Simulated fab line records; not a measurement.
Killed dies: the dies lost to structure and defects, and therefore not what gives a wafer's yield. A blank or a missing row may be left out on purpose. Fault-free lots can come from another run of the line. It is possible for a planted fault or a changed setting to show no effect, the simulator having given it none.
A single fault, viewed from 2 desks -- flow gf180mcu -- each desk has only its own numbers; what lay behind them comes last

## THE METROLOGY DESK
What the gauges read for every lot (on any tool): the sampled wafers with a number, averaged. A lot is out of limits, marked OUT, if its mean lies more than 4 standard deviations from the usual mean; the brackets give that distance.
Columns: A = PASSIVATION_BOW at GF_PASSIVATION_BOW_MEAS_14, usual 135 um
lot,first seen here,A
L513,day 29 10:13,122
L516,day 30 07:24,143
L517,day 30 08:59,112
L518,day 30 12:18,133
L519,day 30 21:34,147
L521,day 31 09:53,128
L522,day 31 14:37,133
L523,day 31 18:05,145
L524,day 32 05:40,132
L527,day 32 19:10,150
L532,day 34 03:20,138
L533,day 34 08:50,140
L535,day 34 14:36,134
L536,day 34 19:34,130
This desk's verdict: no lot among the 14 shows anything out of limits.

## THE TOOL OWNER'S DESK: rie diel-04
The tool's own readings at GF_PASSIVATION_ETCH_11 (etches the open film in CF4/O2, stops on TiN, target depth 1800 nm, time 400 s): means of the sampled wafers that have a number, for each lot that ran on this tool. A lot is out of limits, marked OUT, if its mean lies more than 4 standard deviations from the usual mean; the brackets give that distance.
Columns: A = bias w at GF_PASSIVATION_ETCH_11, usual 150.0 W; B = drypump motor current A at GF_PASSIVATION_ETCH_11, usual 5.9 A; C = oes product au at GF_PASSIVATION_ETCH_11, usual 0.959 a.u.; D = throttle valve pct at GF_PASSIVATION_ETCH_11, usual 5.960 %
lot,first seen here,A,B,C,D
L518,day 30 10:28,150.0,5.3,0.951,5.971
L522,day 31 12:46,149.8,6.0,0.951,5.963
L524,day 32 03:49,150.5,6.1,0.952,5.960
L527,day 32 17:19,126.4 (-58) OUT,6.1,0.946,5.956
L532,day 34 01:30,126.1 (-58) OUT,6.1,0.943,5.956
Finding of this desk: L527, L532 out of limits; the first was L527 at day 32 17:19, on bias w at GF_PASSIVATION_ETCH_11. Within limits: L518, L522, L524.

## BROUGHT TOGETHER
The tool owner's desk could have raised an alarm at day 32 17:19, on L527, L532.
The metrology desk saw nothing out of limits.
The metrology desk holds a record of L527, L532, inside its limits.
All the named lots went through GF_PASSIVATION_ETCH_11 on rie diel-04.

## WHAT WAS PUT IN BY THE SIMULATOR
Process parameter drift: rie diel-04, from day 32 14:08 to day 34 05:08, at GF_PASSIVATION_ETCH_11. A move of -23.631 in setting bias w, from 150. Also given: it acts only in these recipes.
Shown lots that were struck: L527, L532.
How many hours passed from the start of the fault until each desk's first out-of-limits reading: the tool owner's desk, 3.
